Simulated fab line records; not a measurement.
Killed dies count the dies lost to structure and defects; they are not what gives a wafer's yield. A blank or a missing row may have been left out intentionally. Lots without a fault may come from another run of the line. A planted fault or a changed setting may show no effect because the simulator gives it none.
What tool caused it?    flow sky130    Sampling: 24 lots, 72 wafers, 2 of 708 route steps

WHAT THE GAUGES READ, wafer by wafer
SKY_VIA1_CD_MEAS_12: target cd 150 nm. Usual: 149.6 nm for cd nm, sd 1.5.
lot   measured      on         cd nm (nm)         flag
L074  day 33 21:32  cd sem-01  147.8 149.1 150.6  
L075  day 34 05:36  cd sem-01  150.6 148.9 148.4  
L076  day 34 05:57  cd sem-02  150.9 150.7 149.6  
L077  day 34 20:00  cd sem-02  149.0 148.7 147.8  
L080  day 36 05:03  cd sem-02  150.0 149.6 150.5  
L079  day 36 08:50  cd sem-02  148.9 149.7 149.3  
L078  day 36 10:26  cd sem-02  148.7 148.6 149.1  
L081  day 36 15:22  cd sem-01  145.9 147.5 148.5  
L083  day 36 21:36  cd sem-02  150.9 150.8 150.2  
L082  day 36 21:56  cd sem-01  148.9 147.7 148.5  
L084  day 37 01:20  cd sem-02  151.8 150.8 152.9  
L085  day 37 15:30  cd sem-01  150.6 150.6 151.1  
L086  day 37 22:59  cd sem-01  148.2 149.1 147.6  
L087  day 38 05:30  cd sem-01  151.9 150.3 149.1  
L088  day 38 08:38  cd sem-02  149.6 148.1 150.2  
L089  day 38 16:40  cd sem-02  148.0 147.5 147.8  
L090  day 38 23:45  cd sem-01  152.0 149.7 150.8  
L091  day 39 06:23  cd sem-02  148.5 149.7 149.4  
L092  day 39 15:45  cd sem-02  149.1 148.2 148.8  
L094  day 40 04:51  cd sem-02  147.5 146.3 147.8  
L093  day 40 05:49  cd sem-01  149.0 151.4 149.0  
L095  day 40 22:52  cd sem-02  149.8 149.9 151.1  
L096  day 41 00:30  cd sem-02  149.7 150.6 147.5  
L097  day 41 00:47  cd sem-01  151.0 151.3 151.4  

WHAT TOOL EACH LOT RAN ON (gives the tool, then ch and the chambers of the sampled wafers, and finally the start)
lot   SKY_METAL1_SPUTTER_04
L074  pvd sputter-01, day 31 15:10
L075  pvd sputter-03, day 31 22:05
L076  pvd sputter-01, day 31 22:33
L077  pvd sputter-01, day 32 13:30
L080  pvd sputter-02, day 33 23:14
L079  pvd sputter-02, day 34 02:35
L078  pvd sputter-02, day 34 03:18
L081  pvd sputter-01, day 34 08:32
L083  pvd sputter-01, day 34 14:58
L082  pvd sputter-03, day 34 15:16
L084  pvd sputter-01, day 34 18:27
L085  pvd sputter-02, day 35 10:17
L086  pvd sputter-01, day 35 17:03
L087  pvd sputter-03, day 36 00:14
L088  pvd sputter-02, day 36 04:11
L089  pvd sputter-01, day 36 11:24
L090  pvd sputter-02, day 36 18:48
L091  pvd sputter-01, day 37 02:44
L092  pvd sputter-01, day 37 12:25
L094  pvd sputter-03, day 38 02:03
L093  pvd sputter-02, day 38 02:21
L095  pvd sputter-01, day 38 20:56
L096  pvd sputter-03, day 38 22:12
L097  pvd sputter-01, day 38 22:30
- SKY_METAL1_SPUTTER_04: material TiN, target thk 70 nm, time 58.3 s.

AS READ BY THE TOOLS THEMSELVES (means over the sampled wafers that have a number; for cases with no such wafer, the mark the record gives instead)
SKY_METAL1_SPUTTER_04. Usual: 29.5 % for throttle valve pct, sd 0.93.
lot   tool            throttle valve pct (%)  flag
L074  pvd sputter-01  29.2                    
L075  pvd sputter-03  29.2                    
L076  pvd sputter-01  29.2                    
L077  pvd sputter-01  29.2                    
L080  pvd sputter-02  30.0                    
L079  pvd sputter-02  30.0                    
L078  pvd sputter-02  29.9                    
L081  pvd sputter-01  29.9                    
L083  pvd sputter-01  28.7                    
L082  pvd sputter-03  29.2                    
L084  pvd sputter-01  28.6                    
L085  pvd sputter-02  30.1                    
L086  pvd sputter-01  28.7                    
L087  pvd sputter-03  28.4                    
L088  pvd sputter-02  29.7                    
L089  pvd sputter-01  29.4                    
L090  pvd sputter-02  30.1                    
L091  pvd sputter-01  30.0                    
L092  pvd sputter-01  29.2                    
L094  pvd sputter-03  28.3                    
L093  pvd sputter-02  30.0                    
L095  pvd sputter-01  30.0                    
L096  pvd sputter-03  29.4                    
L097  pvd sputter-01  30.1                    

THE ANSWER, worked out from the rows above alone
Rule: a lot is off if the mean of its wafers that have a number lies more than 3 standard deviations from the usual mean. A lot without any number at a reading at which 4 lots or more have one is off too. Where the step has rows for the other lots, those lots are counted as sound. The gauges are gone through in route order, then the tools' own readings, and for those a lot's mean is taken as printed above. The first step at which some lot is off is used, and at that step the reading that is off furthest; a lot without a number counts as furthest.
No lot is off on any of the readings shown, so nothing can be concluded from this.

WHAT THE SIMULATOR PUT IN
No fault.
